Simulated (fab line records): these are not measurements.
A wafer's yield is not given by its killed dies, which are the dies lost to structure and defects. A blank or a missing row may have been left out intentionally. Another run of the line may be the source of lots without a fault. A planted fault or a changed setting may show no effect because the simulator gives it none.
What tool caused it? | flow gf180mcu | 36 wafers from 12 lots sampled at 2 of the route's 602 steps

WHAT THE GAUGES SHOWED, per wafer
GF_VT_IMPLANT_OVL_MEAS_40.
lot  | measured     | on         | VT_IMPLANT_03_OVL (nm)
L075 | day 7 21:40  | overlay-02 | -0.9 -2.7 -0.7
L077 | day 8 05:48  | overlay-01 | -0.8 -1.5 -0.7
L079 | day 8 21:53  | overlay-01 | 1.5 0.3 1.7
L081 | day 9 08:29  | overlay-01 | 0.8 0.7 0.2
L083 | day 10 01:21 | overlay-02 | -1.8 -2.2 -1.2
L085 | day 10 15:33 | overlay-02 | -0.6 -1.8 -0.1
L087 | day 11 10:32 | overlay-02 | 0.3 -0.1 -0.3
L089 | day 11 20:40 | overlay-01 | -0.4 -0.4 -0.7
L091 | day 12 09:19 | overlay-02 | 0.2 -1.2 -0.6
L093 | day 12 23:24 | overlay-02 | -3.0 -2.4 -2.2
L095 | day 13 13:19 | overlay-01 | -0.7 -1.6 0.1
L097 | day 13 23:17 | overlay-01 | 0.8 3.0 1.6

EACH LOT AND THE TOOL THAT RAN IT (in order: tool; ch and the chambers of the sampled wafers; start)
lot  | GF_DNWELL_STRIP_08
L075 | plasma_asher-02 ch 1, day 3 02:52
L077 | plasma_asher-01 ch 0,1, day 3 10:11
L079 | plasma_asher-01 ch 0,1, day 3 21:56
L081 | plasma_asher-02 ch 0,1, day 4 06:56
L083 | plasma_asher-03 ch 0,1, day 4 20:10
L085 | plasma_asher-02 ch 0, day 5 06:29
L087 | plasma_asher-03 ch 0,1, day 5 22:14
L089 | plasma_asher-02 ch 0,1, day 6 04:53
L091 | plasma_asher-01 ch 0,1, day 6 14:46
L093 | plasma_asher-01 ch 0,1, day 7 00:46
L095 | plasma_asher-02 ch 0,1, day 7 11:25
L097 | plasma_asher-02 ch 0, day 7 19:44
- GF_DNWELL_STRIP_08: strips in O2/N2.

THE ANSWER, worked out from the rows above alone
Rule: what is usual is taken from the lots themselves. The widest of any qualifying gaps counts: lots, ordered by their means at a reading, are off when they make up no more than a third of the lots, leave a main group of 4 or more, and stand apart from it by 3 or more times the standard deviation of that group's means. Not used: any main group whose means are identical at the precision the tables above print for the reading. A lot without any number at a reading at which 4 lots or more have one is off too. All remaining lots with rows at the step are treated as sound.
Across all readings shown, no lot is off: no conclusion can be drawn from this.

WHAT WAS PUT IN BY THE SIMULATOR
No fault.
